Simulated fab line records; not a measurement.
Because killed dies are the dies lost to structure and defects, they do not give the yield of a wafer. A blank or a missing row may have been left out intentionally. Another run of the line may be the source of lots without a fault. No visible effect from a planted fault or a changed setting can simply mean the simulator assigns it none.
Which of the tools did it? ; flow gf180mcu ; 33 wafers from 11 lots sampled at 7 of the route's 602 steps

WHAT THE GAUGES READ, wafer by wafer
GF_MIM_THK_MEAS_11: measures by xrf.
lot;measured;on;MIM_ALCU_THK (nm)
L507;day 24 19:58;film-metro-02;199.8 199.1 202.3
L508;day 25 11:43;film-metro-04;205.5 204.3 205.1
L509;day 25 14:49;film-metro-04;201.0 200.6 202.6
L512;day 26 17:20;film-metro-02;198.6 198.0 197.8
L513;day 27 02:44;film-metro-02;198.2 202.1 198.9
L516;day 28 01:05;film-metro-04;202.3 206.8 204.3
L525;day 30 13:04;film-metro-04;198.2 200.1 199.4
L526;day 30 20:12;film-metro-04;200.7 205.7 201.7
L527;day 31 00:58;film-metro-01;198.3 199.7 198.1
L528;day 31 09:59;film-metro-04;201.5 204.6 202.0
L529;day 31 13:05;film-metro-04;200.7 201.2 198.9

GF_V5_THK_MEAS_01.
lot;measured;on;V5_CVD_00_THK (nm)
L507;day 26 15:30;film-metro-02;305 300 303
L508;day 27 06:21;film-metro-03;301 300 300
L509;day 27 10:10;film-metro-03;298 293 298
L512;day 28 11:19;film-metro-02;302 304 302
L513;day 28 19:32;film-metro-02;308 301 303
L516;day 29 17:44;film-metro-03;300 301 300
L525;day 32 02:07;film-metro-02;294 300 293
L526;day 32 08:28;film-metro-03;298 306 306
L527;day 32 13:39;film-metro-02;297 299 299
L528;day 32 21:02;film-metro-01;301 292 297
L529;day 32 23:24;film-metro-02;298 301 306

GF_PASSIVATION_THK_MEAS_01.
lot;measured;on;PASSIVATION_CVD_00_THK (nm)
L507;day 28 11:05;film-metro-02;1008 994 1015
L508;day 29 01:41;film-metro-03;1003 1012 994
L509;day 29 04:45;film-metro-02;981 1000 994
L512;day 30 06:07;film-metro-04;983 985 1012
L513;day 30 13:19;film-metro-03;1009 1012 1803
L516;day 31 10:29;film-metro-04;1782 994 1013
L525;day 33 14:15;film-metro-04;997 1014 1011
L526;day 33 18:26;film-metro-03;983 983 999
L527;day 34 00:31;film-metro-03;1004 1009 1033
L528;day 34 08:14;film-metro-02;988 1000 998
L529;day 34 09:03;film-metro-04;980 1001 1024

GF_PASSIVATION_BOW_MEAS_14.
lot;measured;on;PASSIVATION_BOW (um)
L507;day 29 08:49;film-metro-03;130 120 124
L508;day 29 23:21;film-metro-03;136 134 140
L509;day 30 02:00;film-metro-02;117 113 109
L512;day 31 02:38;film-metro-04;136 136 149
L513;day 31 09:34;film-metro-04;130 141 169
L516;day 32 06:11;film-metro-03;176 135 138
L525;day 34 07:29;film-metro-04;128 118 123
L526;day 34 11:46;film-metro-04;127 121 144
L527;day 34 17:43;film-metro-03;143 124 124
L528;day 35 00:37;film-metro-02;148 159 160
L529;day 35 01:29;film-metro-02;140 147 140

WHAT TOOL EACH LOT RAN ON (gives the tool, then ch and the chambers of the sampled wafers, and finally the start)
lot;GF_V5_CVD_02;GF_PASSIVATION_CVD_00;GF_PASSIVATION_ETCH_11
L507;pecvd-03 ch 1,2, day 26 15:33;pecvd-02 ch 1,2, day 28 11:00;rie-diel-03 ch 0,3, day 29 06:55
L508;pecvd-01 ch 0,1,2, day 27 06:26;pecvd-01 ch 0,1,2, day 29 01:37;rie-diel-03 ch 1,2, day 29 21:27
L509;pecvd-04 ch 0,2, day 27 10:13;pecvd-01 ch 1,2, day 29 04:39;rie-diel-04 ch 0,1,2, day 30 00:07
L512;pecvd-03 ch 0,1,2, day 28 11:22;pecvd-04 ch 0,1,2, day 30 06:02;rie-diel-01 ch 0,1,3, day 31 00:48
L513;pecvd-01 ch 0,1,2, day 28 19:35;pecvd-04 ch 1,2, day 30 13:13;rie-diel-04 ch 1,3, day 31 07:42
L516;pecvd-03 ch 1,2, day 29 17:47;pecvd-04 ch 0,1,2, day 31 10:25;rie-diel-01 ch 0,2,3, day 32 04:21
L525;pecvd-01 ch 0,1,2, day 32 02:11;pecvd-01 ch 0,1,2, day 33 14:10;rie-diel-04 ch 0,3, day 34 05:39
L526;pecvd-03 ch 0,1,2, day 32 08:32;pecvd-02 ch 0,1,2, day 33 18:21;rie-diel-01 ch 0,3, day 34 09:56
L527;pecvd-04 ch 1,2, day 32 13:43;pecvd-04 ch 0,1,2, day 34 00:26;rie-diel-01 ch 0,1,3, day 34 15:53
L528;pecvd-04 ch 1,2, day 32 21:05;pecvd-01 ch 0,2, day 34 08:09;rie-diel-01 ch 0,1,3, day 34 22:47
L529;pecvd-03 ch 1,2, day 32 23:26;pecvd-01 ch 0,1,2, day 34 08:57;rie-diel-04 ch 0,2,3, day 34 23:37
- GF_V5_CVD_02: deposits SiO2 from TEOS, target thk 1450 nm, time 163.28 s.
- GF_PASSIVATION_CVD_00: deposits SiO2 from TEOS, target thk 1000 nm, time 111.95 s.
- GF_PASSIVATION_ETCH_11: etches the open film in CF4/O2, stops on TiN, target depth 1800 nm, time 400 s.

WHAT THE TOOLS THEMSELVES READ (means of the sampled wafers that have a number; where no wafer has one, the mark that the record gives instead)
GF_V5_CVD_02.
lot;tool;heater-power-outer-w (W);heater-power-w (W)
L507;pecvd-03;377;676
L508;pecvd-01;414;687
L509;pecvd-04;364;568
L512;pecvd-03;371;643
L513;pecvd-01;342;584
L516;pecvd-03;410;704
L525;pecvd-01;405;671
L526;pecvd-03;391;671
L527;pecvd-04;354;543
L528;pecvd-04;313;517
L529;pecvd-03;350;637

GF_PASSIVATION_CVD_00.
lot;tool;heater-power-outer-w (W);heater-power-w (W)
L507;pecvd-02;402;663
L508;pecvd-01;397;661
L509;pecvd-01;333;574
L512;pecvd-04;356;564
L513;pecvd-04;348;546
L516;pecvd-04;309;515
L525;pecvd-01;394;637
L526;pecvd-02;409;677
L527;pecvd-04;346;558
L528;pecvd-01;481;769
L529;pecvd-01;335;577

GF_PASSIVATION_ETCH_11.
lot;tool;chamber-pressure-mTorr (mTorr);drypump-motor-current-A (A);oes-product-au (a.u.);throttle-valve-pct (%)
L507;rie-diel-03;149.85;6.1;0.969;5.964
L508;rie-diel-03;149.90;6.0;0.968;5.959
L509;rie-diel-04;149.93;5.7;0.962;5.962
L512;rie-diel-01;149.94;5.7;0.956;5.951
L513;rie-diel-04;149.95;5.7;0.976;5.964
L516;rie-diel-01;149.89;5.4;0.981;5.961
L525;rie-diel-04;149.93;5.6;0.964;5.962
L526;rie-diel-01;149.87;5.6;0.956;5.963
L527;rie-diel-01;149.99;5.8;0.975;5.952
L528;rie-diel-01;150.01;5.8;0.957;5.953
L529;rie-diel-04;149.98;5.7;0.962;5.951

THE ANSWER, worked out from the rows above alone
Rule: the usual values come from the lots themselves. The widest of any qualifying gaps counts: lots, ordered by their means at a reading, are off when they make up no more than a third of the lots, leave a main group of 4 or more, and stand apart from it by 3 or more times the standard deviation of that group's means. Not used: any main group whose means are identical at the precision the tables above print for the reading. Also off: a lot with no number at a reading for which 4 or more lots have one. Any other lot the step has rows for is counted as sound. Order of review: gauges by route order, followed by the tools' own readings, for which a lot's mean as printed above is used. At the first step where some lot is off, the reading lying furthest off is the one used; lots without a number count as furthest.
Off: at GF_PASSIVATION_THK_MEAS_01 (PASSIVATION_CVD_00_THK), L513, L516. Mean 1000 nm and standard deviation 8.2 in the main group.
A tool fits if, at a process step before that reading, it ran every lot that is off, and no sound lot after the first of them. The gauges at GF_PASSIVATION_THK_MEAS_01 are tried like those tools. No candidate that was tried fits.

WHAT HAD BEEN PUT IN BY THE SIMULATOR
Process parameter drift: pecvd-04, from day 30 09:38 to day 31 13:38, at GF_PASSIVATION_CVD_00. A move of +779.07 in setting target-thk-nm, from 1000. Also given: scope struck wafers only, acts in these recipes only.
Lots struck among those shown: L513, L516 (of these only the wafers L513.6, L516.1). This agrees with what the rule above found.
